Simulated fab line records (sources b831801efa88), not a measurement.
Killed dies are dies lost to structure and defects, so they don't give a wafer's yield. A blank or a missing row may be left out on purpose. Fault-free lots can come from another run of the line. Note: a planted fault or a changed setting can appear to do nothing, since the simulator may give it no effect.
fab line records	flow sky130
record: lots: 5	wafers: 23
route steps=708 shown CAPM@539 METAL3@560 VIA3@575 METAL4@598 VIA4@639
start-h: hours from the record's opening day to when the first of the lot's shown wafers began	wait-h: hours from the lot's prior step to this one	" repeats the value in the row above	L1.1+2: one row covering several wafers at once	- no value present, or no start provided	* or withheld: withheld	< > ~ a bound
route shown NAME@n: names a module that has steps shown in the file, with the first one's number in the route	usual: mean/standard deviation taken from wafers without a fault	same: alike in all rows	chamber/n: place in a boat	sites: readings site by site	_std_site: standard deviation of those values	_edge_site: inner sites' mean taken away from outer sites' mean	radius-mm: how far each site lies from the wafer's centre	mask NAME#n: copy n	behind: the tool/chamber that last shaped the wafer	hold: why the lot was held/for how many hours/how that ended	device: the n, p or np transistor that did not switch	end of line: tests run on the same wafers once the route is complete	a step given without rows: its recipe and nothing more	killed: count of dies lost to structure and defects at first sort (not the wafer's yield)	map: a wafer's dies, x killed, . not, _ none there
set.NAME: setting as actually run; set.NAME@STEP: the setting as run at that earlier step	model.NAME: the simulator's own value behind a step, which no gauge read
lots run with intentionally changed settings; tables by step, rows by wafer
== steps ==
step: SKY_CAPM_SPUTTER_02
recipe: material: TiN	target-thk-nm: 200	temp-c: 300	power-w: 6500	time-s: 166.7	chamber-pressure-pa: 0.4
lot.wafer	tool	chamber	start-h	wait-h	set.power-w	model.TiN_of_CAPM_SPUTTER_02.thk-nm
L074.1	pvd-sputter-02	-	876.28	0.1	6500	199.3
L074.2	"	-	"	"	5868	180.2
L074.3	"	-	"	"	5868	178.9
L074.4	"	-	"	"	6500	200
L074.6	"	-	"	"	5868	178.5
L076.2	pvd-sputter-03	-	887.46	0.0	6932	214.5
L076.3	"	-	"	"	6932	217
L076.4	"	-	"	"	6932	218.4
L076.5	"	-	"	"	6500	204.4
L076.6	"	-	"	"	6500	200
L078.1	pvd-sputter-03	-	898.33	0.1	6500	199.2
L078.2	"	-	"	"	6212	188.6
L078.3	"	-	"	"	6500	196.1
L078.4	"	-	"	"	6212	189.8
L078.6	"	-	"	"	6212	189.1
L080.2	pvd-sputter-04	-	914.52	0.0	6500	197.3
L080.4	"	-	"	"	6500	199.9
L080.6	"	-	"	"	6500	198.1
L084.1	pvd-sputter-04	-	920.91	0.1	6770	206.7
L084.2	"	-	"	"	6770	208.9
L084.3	"	-	"	"	6500	195.4
L084.4	"	-	"	"	6500	199.3
L084.6	"	-	"	"	6500	197.4
step: SKY_CAPM_RS_MEAS_03
recipe: thk-meas-gauge: four-point-probe	reads: TiN_of_CAPM_SPUTTER_02
usual: CAPM_TIN_RS: 6.90/0.088
lot.wafer	tool	chamber	start-h	wait-h	set.power-w@CAPM_SPUTTER_02	CAPM_TIN_RS[ohm/sq]
L074.1	film-metro-02	-	876.39	0.1	6500	6.93
L074.2	"	-	"	"	5868	7.70
L074.3	"	-	"	"	5868	7.75
L074.4	"	-	"	"	6500	6.90
L074.6	"	-	"	"	5868	7.76
L076.2	film-metro-04	-	887.59	0.1	6932	6.43
L076.3	"	-	"	"	6932	6.35
L076.4	"	-	"	"	6932	6.33
L076.5	"	-	"	"	6500	6.77
L076.6	"	-	"	"	6500	6.91
L078.1	film-metro-02	-	898.44	0.1	6500	6.94
L078.2	"	-	"	"	6212	7.33
L078.3	"	-	"	"	6500	7.03
L078.4	"	-	"	"	6212	7.29
L078.6	"	-	"	"	6212	7.30
L080.2	film-metro-02	-	914.65	0.1	6500	7.00
L080.4	"	-	"	"	6500	6.92
L080.6	"	-	"	"	6500	6.97
L084.1	film-metro-04	-	921.01	0.1	6770	6.68
L084.2	"	-	"	"	6770	6.62
L084.3	"	-	"	"	6500	7.07
L084.4	"	-	"	"	6500	6.93
L084.6	"	-	"	"	6500	7.00
step: SKY_CAPM_THK_MEAS_04
recipe: thk-meas-gauge: xrf	reads: TiN_of_CAPM_SPUTTER_02
usual: CAPM_TIN_THK: 197.9/2.6
lot.wafer	tool	chamber	start-h	wait-h	set.power-w@CAPM_SPUTTER_02	CAPM_TIN_THK[nm]
L074.1	film-metro-02	-	876.51	0.1	6500	196.5
L074.2	"	-	"	"	5868	178.9
L074.3	"	-	"	"	5868	177.1
L074.4	"	-	"	"	6500	198.1
L074.6	"	-	"	"	5868	176.7
L076.2	film-metro-04	-	887.70	0.1	6932	213.3
L076.3	"	-	"	"	6932	216.0
L076.4	"	-	"	"	6932	217.6
L076.5	"	-	"	"	6500	202.3
L076.6	"	-	"	"	6500	199.1
L078.1	film-metro-02	-	898.56	0.1	6500	196.5
L078.2	"	-	"	"	6212	186.1
L078.3	"	-	"	"	6500	194.4
L078.4	"	-	"	"	6212	188.2
L078.6	"	-	"	"	6212	186.6
L080.2	film-metro-02	-	914.76	0.1	6500	194.6
L080.4	"	-	"	"	6500	197.2
L080.6	"	-	"	"	6500	195.0
L084.1	film-metro-04	-	921.13	0.1	6770	205.8
L084.2	"	-	"	"	6770	206.9
L084.3	"	-	"	"	6500	194.8
L084.4	"	-	"	"	6500	198.7
L084.6	"	-	"	"	6500	196.3
step: SKY_CAPM_DEHYDRATE_05
recipe: temp-c: 200	time-s: 60
step: SKY_CAPM_HMDS_06
recipe: prime-time-s: 60	prime-temp-c: 120
step: SKY_CAPM_DEVELOP_11
recipe: resist: NOVOLAK	developer: TMAH	develop-time-s: 60	dev-temp-c: 23
step: SKY_CAPM_METAL_ETCH_13
recipe: target-depth-nm: 220	stop-on: SiO2	chemistry: Cl2/BCl3	target: TiN	pressure-mtorr: 10	icp-w: 900	bias-w: 48.5	Cl2_flow_sccm: 60	bcl3-flow-sccm: 30	time-s: 62.9
usual: oes-product-au: 0.942/0.008
lot.wafer	tool	chamber	start-h	wait-h	set.power-w@CAPM_SPUTTER_02	oes-product-au	model.CAPM.feature-depth-nm
L074.1	rie-metal-01	0	901.17	0.0	6500	0.941	199.3
L074.2	"	1	"	"	5868	0.877	-
L074.3	"	0	"	"	5868	0.884	-
L074.4	"	1	"	"	6500	0.945	200
L074.6	"	0	"	"	5868	0.876	-
L076.2	rie-metal-02	0	911.91	0.0	6932	0.982	-
L076.3	"	0	"	"	6932	0.988	-
L076.4	"	1	"	"	6932	0.977	-
L076.5	"	1	"	"	6500	0.959	204.4
L076.6	"	0	"	"	6500	0.938	200
L078.1	rie-metal-04	0	922.91	0.0	6500	0.937	199.2
L078.2	"	1	"	"	6212	0.913	188.6
L078.3	"	1	"	"	6500	0.930	196.1
L078.4	"	0	"	"	6212	0.915	189.8
L078.6	"	1	"	"	6212	0.904	189.1
L080.2	rie-metal-02	1	939.09	0.0	6500	0.931	197.3
L080.4	"	1	"	"	6500	0.942	199.9
L080.6	"	1	"	"	6500	0.934	198.1
L084.1	rie-metal-02	1	944.71	0.0	6770	0.956	206.7
L084.2	"	0	"	"	6770	0.977	208.9
L084.3	"	1	"	"	6500	0.924	195.4
L084.4	"	0	"	"	6500	0.935	199.3
L084.6	"	1	"	"	6500	0.933	197.4
step: SKY_METAL3_EXPOSE_10
recipe: mask-id: MM3	na: 0.68	source-shape: annular	sigma-inner: 0.4	sigma-outer: 0.8	target-cd-nm: 300	dose-mj: 28
lot.wafer	tool	chamber	start-h	wait-h	mask	set.dose-mj
L074.1+3+6	krf-scanner-01	0	-	-	MM3#0	29.45
L074.2+4	"	0	"	"	MM3#0	28
L076.2+3	krf-scanner-02	0	-	-	MM3#0	28
L076.4+5+6	"	0	"	"	MM3#0	29.35
L078.1+2+3+4+6	krf-scanner-02	0	-	-	MM3#0	28
L080.2+4+6	krf-scanner-02	0	-	-	MM3#0	28
L084.1+2+6	krf-scanner-01	0	-	-	MM3#0	27.17
L084.3+4	"	0	"	"	MM3#0	28
step: SKY_METAL3_PEB_11
recipe: peb-temp-c: withheld	peb-time-s: withheld	resist: KrF-thick
step: SKY_METAL3_DEVELOP_12
recipe: develop-time-s: 60	resist: KrF-thick	dev-temp-c: 21
step: SKY_METAL3_CD_MEAS_13
recipe: target-cd-nm: 300
usual: cd-nm: 299.8/1.3
lot.wafer	tool	chamber	start-h	wait-h	set.dose-mj@METAL3_EXPOSE_10	cd-nm
L074.1	cd-sem-02	-	926.51	-	29.45	290.7
L074.2	"	-	"	"	28	300.0
L074.3	"	-	"	"	29.45	289.9
L074.4	"	-	"	"	28	300.7
L074.6	"	-	"	"	29.45	291.3
L076.2	cd-sem-01	-	936.20	-	28	303.8
L076.3	"	-	"	"	28	301.4
L076.4	"	-	"	"	29.35	293.5
L076.5	"	-	"	"	29.35	294.4
L076.6	"	-	"	"	29.35	293.9
L078.1	cd-sem-01	-	947.56	-	28	299.3
L078.2	"	-	"	"	28	299.7
L078.3	"	-	"	"	28	299.4
L078.4	"	-	"	"	28	299.4
L078.6	"	-	"	"	28	299.4
L080.2	cd-sem-01	-	963.75	-	28	298.9
L080.4	"	-	"	"	28	298.7
L080.6	"	-	"	"	28	299.6
L084.1	cd-sem-02	-	969.41	-	27.17	305.9
L084.2	"	-	"	"	27.17	305.6
L084.3	"	-	"	"	28	300.7
L084.4	"	-	"	"	28	300.3
L084.6	"	-	"	"	27.17	306.1
step: SKY_METAL3_DESCUM_15
recipe: chemistry: O2	source-power-w: 150	bias-power-w: 0	pressure-mtorr: 10	temp-c: 40	time-s: 8
lot.wafer	tool	chamber	start-h	wait-h	set.dose-mj@METAL3_EXPOSE_10	model.METAL3.cd-nm
L074.1	rie-metal-03	0	926.66	0.0	29.45	291.2
L074.2	"	1	"	"	28	300.3
L074.3	"	1	"	"	29.45	289.8
L074.4	"	0	"	"	28	300.8
L074.6	"	0	"	"	29.45	291.8
L076.2	rie-metal-03	1	936.33	0.0	28	303
L076.3	"	1	"	"	28	301.1
L076.4	"	0	"	"	29.35	293.1
L076.5	"	0	"	"	29.35	295
L076.6	"	1	"	"	29.35	293.5
L078.1	rie-metal-03	1	947.71	0.0	28	299.3
L078.2	"	0	"	"	28	300
L078.3	"	1	"	"	28	298.8
L078.4	"	0	"	"	28	299.7
L078.6	"	1	"	"	28	299.2
L080.2	rie-metal-02	1	963.88	0.0	28	298
L080.4	"	1	"	"	28	298.2
L080.6	"	1	"	"	28	299
L084.1	rie-metal-02	0	969.56	0.0	27.17	305.4
L084.2	"	1	"	"	27.17	305.1
L084.3	"	1	"	"	28	300.8
L084.4	"	0	"	"	28	299.7
L084.6	"	0	"	"	27.17	305.5
step: SKY_METAL3_ETCH_16
recipe: chemistry: N2/H2	target: BARC	ion-energy-ev: 200	bias-w: 100	pressure-mtorr: 30	n2-flow-sccm: 100	h2-flow-sccm: 200	icp-w: 500	stop-on: SiO2	time-s: 88.2	target-depth-a: 600
lot.wafer	tool	chamber	start-h	wait-h	set.bias-w	set.dose-mj@METAL3_EXPOSE_10	model.METAL3.cd-nm
L074.1	rie-metal-03	0	926.69	0.0	100	29.45	292.2
L074.2	"	1	"	"	111.2	28	299.3
L074.3	"	1	"	"	111.2	29.45	288.9
L074.4	"	0	"	"	100	28	302
L074.6	"	0	"	"	100	29.45	292.7
L076.2	rie-metal-03	1	936.36	0.0	104	28	300.8
L076.3	"	1	"	"	104	28	298.7
L076.4	"	0	"	"	100	29.35	293.5
L076.5	"	0	"	"	100	29.35	295.6
L076.6	"	1	"	"	104	29.35	291.4
L078.1	rie-metal-03	1	947.74	0.0	105.6	28	298.2
L078.2	"	0	"	"	105.6	28	300.3
L078.3	"	1	"	"	100	28	297.8
L078.4	"	0	"	"	105.6	28	299.8
L078.6	"	1	"	"	100	28	297.9
L080.2	rie-metal-02	1	963.91	0.0	100	28	298
L080.4	"	1	"	"	100	28	299
L080.6	"	1	"	"	100	28	299.8
L084.1	rie-metal-02	0	969.59	0.0	100	27.17	305.5
L084.2	"	1	"	"	93.05	27.17	305
L084.3	"	1	"	"	93.05	28	300.9
L084.4	"	0	"	"	93.05	28	299.2
L084.6	"	0	"	"	100	27.17	304.8
step: SKY_VIA3_CMP_02
recipe: material: SiO2	down-force-psi: 4	platen-rpm: 60	pad-velocity-m-s: 0.94248
lot.wafer	tool	chamber	start-h	wait-h	set.leave-above-ref-nm	model.SiO2_of_VIA3_HDPCVD_00.thk-nm
L074.2	cmp-01	2	927.98	0.0	443.2	443.5
L074.4+1	"	3,1	"	"	465	-
L074.3	"	0	"	"	465	465.4
L074.6	"	3	"	"	443.2	442.8
L076.2+6+5	cmp-02	3,3,0	937.48	0.0	465	-
L076.4	"	0	"	"	465	466.6
L076.3	"	1	"	"	465	467.2
L078.3+4	cmp-02	0,1	948.96	0.0	465	466.6
L078.1	"	2	"	"	465	462.7
L078.2	"	3	"	"	465	465.2
L078.6	"	0	"	"	465	466.1
L080.4	cmp-02	1	965.08	0.1	465	466.8
L080.2	"	3	"	"	465	465.9
L080.6	"	1	"	"	465	467.2
L084.2	cmp-01	0	970.77	0.0	465	464.8
L084.3+6	"	1	"	"	474.5	474.1
L084.4	"	2	"	"	465	463.7
L084.1	"	3	"	"	465	463.4
step: SKY_VIA3_SOFTBAKE_08
recipe: temp-c: 100	time-s: 90	resist: KrF-thick
lot.wafer	tool	chamber	start-h	wait-h	set.temp-c
L074.1+2+4	litho-track-04	0	-	-	100
L074.3+6	"	0	"	"	101.8
L076.2+4+5	litho-track-03	0	-	-	102.1
L076.3+6	"	0	"	"	100
L078.1+2+6	litho-track-04	0	-	-	97.23
L078.3+4	"	0	"	"	100
L080.2+4+6	litho-track-04	0	-	-	100
L084.1+4+6	litho-track-01	0	-	-	103.6
L084.2+3	"	0	"	"	100
step: SKY_VIA3_EXPOSE_09
recipe: mask-id: VIM3	na: 0.8	source-shape: annular	sigma-inner: 0.55	sigma-outer: 0.85	target-cd-nm: 200	dose-mj: 38
step: SKY_VIA3_PEB_10
recipe: peb-temp-c: withheld	peb-time-s: withheld	resist: KrF-thick
step: SKY_VIA3_ETCH_14
recipe: chemistry: N2/H2	target: BARC	ion-energy-ev: 204.2	source-w: 500	bias-w: 100	pressure-mtorr: 30	n2-flow-sccm: 100	h2-flow-sccm: 200	stop-on: SiO2	time-s: 45.9	target-depth-a: 600
step: SKY_VIA3_ETCH_15
recipe: target: SiO2	chemistry: C4F8/O2/Ar	target-depth-nm: 507	stop-on: TiN	mask-material: KrF-thick	source-w: 1500	bias-w: 1200	pressure-mtorr: 40	c4f8-flow-sccm: withheld	O2_flow_sccm: 6	Ar_flow_sccm: 300	time-s: 78
lot.wafer	tool	chamber	start-h	wait-h	set.leave-above-ref-nm@VIA3_CMP_02	model.VIA3.feature-depth-nm
L074.1	rie-diel-03	3	951.90	0.0	465	465.4
L074.2	"	0	"	"	443.2	443.5
L074.3+4	"	2,1	"	"	465	465.3
L074.6	"	2	"	"	443.2	442.8
L076.2	rie-diel-04	1	961.69	0.0	465	466
L076.3	"	3	"	"	465	467.2
L076.4	"	2	"	"	465	466.6
L076.5	"	1	"	"	465	466.3
L076.6	"	0	"	"	465	465.9
L078.1	rie-diel-03	3	973.50	0.0	465	462.6
L078.2	"	2	"	"	465	465.2
L078.3+4	"	1,0	"	"	465	466.6
L078.6	"	1	"	"	465	466
L080.2	rie-diel-03	2	988.97	0.0	465	465.9
L080.4	"	3	"	"	465	466.7
L080.6	"	1	"	"	465	467.2
L084.1	rie-diel-04	0	994.04	0.0	465	463.4
L084.2	"	1	"	"	465	464.8
L084.3+6	"	3,0	"	"	474.5	474.1
L084.4	"	2	"	"	465	463.7
step: SKY_VIA3_SPUTTER_20
recipe: material: TiN	target-thk-nm: 20	chamber-pressure-pa: 5	power-w: 4000	time-s: 80
lot.wafer	tool	chamber	start-h	wait-h	set.time-s	model.TiN_of_VIA3_SPUTTER_20.thk-nm
L074.1	pvd-sputter-03	-	952.56	0.0	80	19.91
L074.2	"	-	"	"	80	19.98
L074.3	"	-	"	"	88.76	21.88
L074.4	"	-	"	"	88.76	22.2
L074.6	"	-	"	"	88.76	22.11
L076.2	pvd-sputter-01	-	962.39	0.0	80	19.84
L076.3	"	-	"	"	80	20.08
L076.4	"	-	"	"	80	19.66
L076.5	"	-	"	"	80	19.94
L076.6	"	-	"	"	80	19.88
L078.1	pvd-sputter-03	-	974.16	0.0	80	19.79
L078.2	"	-	"	"	80	19.61
L078.3	"	-	"	"	80	19.97
L078.4	"	-	"	"	80	19.67
L078.6	"	-	"	"	80	19.51
L080.2	pvd-sputter-02	-	989.67	0.0	80	19.4
L080.4	"	-	"	"	80	19.61
L080.6	"	-	"	"	80	19.73
L084.1	pvd-sputter-03	-	995.04	0.0	72.2	17.19
L084.2	"	-	"	"	72.2	17.4
L084.3	"	-	"	"	72.2	17.45
L084.4	"	-	"	"	80	19.51
L084.6	"	-	"	"	80	19.24
step: SKY_METAL4_SPUTTER_00
recipe: material: Ti	target-thk-nm: 15	power-w: 3000	time-s: 10	chamber-pressure-pa: 0.4
lot.wafer	tool	chamber	start-h	wait-h	set.time-s	model.Ti_of_METAL4_SPUTTER_00.thk-nm
L074.1	pvd-sputter-01	-	953.22	0.1	11.24	16.42
L074.2	"	-	"	"	10	14.74
L074.3	"	-	"	"	10	14.94
L074.4	"	-	"	"	11.24	16.63
L074.6	"	-	"	"	10	14.83
L076.2	pvd-sputter-03	-	963.05	0.1	9.113	13.9
L076.3	"	-	"	"	10	15.14
L076.4	"	-	"	"	10	15.19
L076.5	"	-	"	"	9.113	13.59
L076.6	"	-	"	"	9.113	13.89
L078.1	pvd-sputter-03	-	974.82	0.1	10	14.9
L078.2	"	-	"	"	10	15.1
L078.3	"	-	"	"	10	14.63
L078.4	"	-	"	"	10	14.98
L078.6	"	-	"	"	10	14.52
L080.2	pvd-sputter-04	-	990.46	0.1	10	14.96
L080.4	"	-	"	"	10	15.04
L080.6	"	-	"	"	10	14.76
L084.1	pvd-sputter-01	-	995.71	0.1	10.48	15.78
L084.2	"	-	"	"	10	15.17
L084.3	"	-	"	"	10	14.95
L084.4	"	-	"	"	10.48	15.61
L084.6	"	-	"	"	10	14.89
step: SKY_METAL4_DEVELOP_12
recipe: develop-time-s: 60	resist: KrF-thick	dev-temp-c: 21
lot.wafer	tool	chamber	start-h	wait-h	set.develop-time-s
L074.1+2+3+4+6	litho-track-03	0	-	-	60
L076.2+3+4	litho-track-02	0	-	-	53.22
L076.5+6	"	0	"	"	60
L078.1+3+4	litho-track-03	0	-	-	53.56
L078.2+6	"	0	"	"	60
L080.2+4+6	litho-track-03	0	-	-	60
L084.1+2+4	litho-track-01	0	-	-	64.06
L084.3+6	"	0	"	"	60
step: SKY_METAL4_DESCUM_15
recipe: chemistry: O2	source-power-w: 150	bias-power-w: 0	pressure-mtorr: 10	temp-c: 40	time-s: 8
lot.wafer	tool	chamber	start-h	wait-h	set.develop-time-s@METAL4_DEVELOP_12	model.METAL4.cd-nm
L074.1	rie-metal-04	1	1000.33	0.0	60	296.9
L074.2	"	0	"	"	60	296.4
L074.3	"	1	"	"	60	296.5
L074.4	"	0	"	"	60	296.3
L074.6	"	1	"	"	60	296.1
L076.2	rie-metal-03	0	1009.14	0.0	53.22	302.4
L076.3	"	1	"	"	53.22	300.9
L076.4	"	0	"	"	53.22	301.4
L076.5	"	1	"	"	60	299.6
L076.6	"	0	"	"	60	299
L078.1	rie-metal-03	0	1021.73	0.0	53.56	301.5
L078.2	"	1	"	"	60	298.4
L078.3+4	"	0,1	"	"	53.56	302.2
L078.6	"	1	"	"	60	298.7
L080.2	rie-metal-04	0	1036.38	0.0	60	301.1
L080.4	"	0	"	"	60	299.4
L080.6	"	1	"	"	60	301.4
L084.1	rie-metal-01	1	1042.49	0.0	64.06	299.8
L084.2	"	1	"	"	64.06	298.3
L084.3	"	1	"	"	60	300.4
L084.4	"	1	"	"	64.06	299
L084.6	"	1	"	"	60	301.7
step: SKY_VIA4_HDPCVD_00
recipe: material: SiO2	target-thk-nm: 1750	sigma-open-frac: 0.3	time-s: 291.7	temp-c: 400	sih4-flow-sccm: 60	pressure-mtorr: 6
lot.wafer	tool	chamber	start-h	wait-h	set.time-s	model.SiO2_of_VIA4_HDPCVD_00.thk-nm
L074.1	hdpcvd-02	1	1001.55	0.0	291.7	-
L074.2	"	2	"	"	291.7	1725
L074.3+4	"	0,1	"	"	306.8	-
L074.6	"	2	"	"	291.7	1734
L076.2	hdpcvd-01	2	1010.08	0.0	318	1904
L076.3	"	1	"	"	291.7	1751
L076.4	"	1	"	"	318	1911
L076.5	"	0	"	"	318	1931
L076.6	"	2	"	"	291.7	1755
L078.1+4	hdpcvd-01	1,0	1022.99	0.0	321.7	-
L078.2	"	2	"	"	291.7	-
L078.3	"	0	"	"	291.7	1750
L078.6	"	1	"	"	291.7	1752
L080.2	hdpcvd-02	0	1037.34	0.0	291.7	1758
L080.4	"	0	"	"	291.7	1752
L080.6	"	1	"	"	291.7	1780
L084.1	hdpcvd-01	2	1043.55	0.0	291.7	1759
L084.2	"	0	"	"	291.7	-
L084.3	"	1	"	"	277.6	1676
L084.4	"	2	"	"	277.6	1658
L084.6	"	0	"	"	277.6	-
step: SKY_VIA4_THK_MEAS_01
recipe: reads: SiO2_of_VIA4_HDPCVD_00
usual: VIA4_HDPCVD_THK: 1748/14
lot.wafer	tool	chamber	start-h	wait-h	set.time-s@VIA4_HDPCVD_00	VIA4_HDPCVD_THK[nm]
L074.1	film-metro-03	-	1001.73	0.1	291.7	1736
L074.2	"	-	"	"	291.7	1724
L074.3	"	-	"	"	306.8	1822
L074.4	"	-	"	"	306.8	1807
L074.6	"	-	"	"	291.7	1735
L076.2	film-metro-03	-	1010.27	0.1	318	1904
L076.3	"	-	"	"	291.7	1751
L076.4	"	-	"	"	318	1910
L076.5	"	-	"	"	318	1931
L076.6	"	-	"	"	291.7	1756
L078.1	film-metro-04	-	1023.17	0.1	321.7	1923
L078.2	"	-	"	"	291.7	1756
L078.3	"	-	"	"	291.7	1750
L078.4	"	-	"	"	321.7	1928
L078.6	"	-	"	"	291.7	1754
L080.2	film-metro-01	-	1037.53	0.1	291.7	1758
L080.4	"	-	"	"	291.7	1751
L080.6	"	-	"	"	291.7	1781
L084.1	film-metro-04	-	1043.73	0.1	291.7	1760
L084.2	"	-	"	"	291.7	1737
L084.3	"	-	"	"	277.6	1677
L084.4	"	-	"	"	277.6	1658
L084.6	"	-	"	"	277.6	1688
== key ==
split: step: SKY_CAPM_SPUTTER_02	setting: power-w	stated: 6500	by: wafer
response: step: SKY_CAPM_SPUTTER_02	reading: model.TiN_of_CAPM_SPUTTER_02.thk-nm	change: +2.14	per: 1%	r: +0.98
response: step: SKY_CAPM_RS_MEAS_03	reading: CAPM_TIN_RS	change: -0.0798	per: 1%	r: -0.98
response: step: SKY_CAPM_THK_MEAS_04	reading: CAPM_TIN_THK	change: +2.1	per: 1%	r: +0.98
response: step: SKY_CAPM_METAL_ETCH_13	reading: oes-product-au	change: +0.00625	per: 1%	r: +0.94
response: step: SKY_CAPM_METAL_ETCH_13	reading: model.CAPM.feature-depth-nm	change: +2.19	per: 1%	r: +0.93
split: step: SKY_METAL3_EXPOSE_10	setting: dose-mj	stated: 28	by: wafer
response: step: SKY_METAL3_CD_MEAS_13	reading: cd-nm	change: -1.84	per: 1%	r: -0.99
response: step: SKY_METAL3_DESCUM_15	reading: model.METAL3.cd-nm	change: -1.78	per: 1%	r: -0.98
response: step: SKY_METAL3_ETCH_16	reading: model.METAL3.cd-nm	change: -1.59	per: 1%	r: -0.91
split: step: SKY_METAL3_ETCH_16	setting: bias-w	stated: 100	by: wafer
response none clear
split: step: SKY_VIA3_CMP_02	setting: leave-above-ref-nm	stated: 465	by: wafer
response: step: SKY_VIA3_CMP_02	reading: model.SiO2_of_VIA3_HDPCVD_00.thk-nm	change: +4.79	per: 1%	r: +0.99
response: step: SKY_VIA3_ETCH_15	reading: model.VIA3.feature-depth-nm	change: +4.77	per: 1%	r: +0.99
split: step: SKY_VIA3_SOFTBAKE_08	setting: temp-c	stated: 100	by: wafer
response none clear
split: step: SKY_VIA3_SPUTTER_20	setting: time-s	stated: 80	by: wafer
response: step: SKY_VIA3_SPUTTER_20	reading: model.TiN_of_VIA3_SPUTTER_20.thk-nm	change: +0.2	per: 1%	r: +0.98
split: step: SKY_METAL4_SPUTTER_00	setting: time-s	stated: 10	by: wafer
response: step: SKY_METAL4_SPUTTER_00	reading: model.Ti_of_METAL4_SPUTTER_00.thk-nm	change: +0.143	per: 1%	r: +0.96
split: step: SKY_METAL4_DEVELOP_12	setting: develop-time-s	stated: 60	by: wafer
response: step: SKY_METAL4_DESCUM_15	reading: model.METAL4.cd-nm	change: -0.265	per: 1%	r: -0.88
split: step: SKY_VIA4_HDPCVD_00	setting: time-s	stated: 291.7	by: wafer
response: step: SKY_VIA4_HDPCVD_00	reading: model.SiO2_of_VIA4_HDPCVD_00.thk-nm	change: +18.1	per: 1%	r: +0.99
response: step: SKY_VIA4_THK_MEAS_01	reading: VIA4_HDPCVD_THK	change: +16.9	per: 1%	r: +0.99
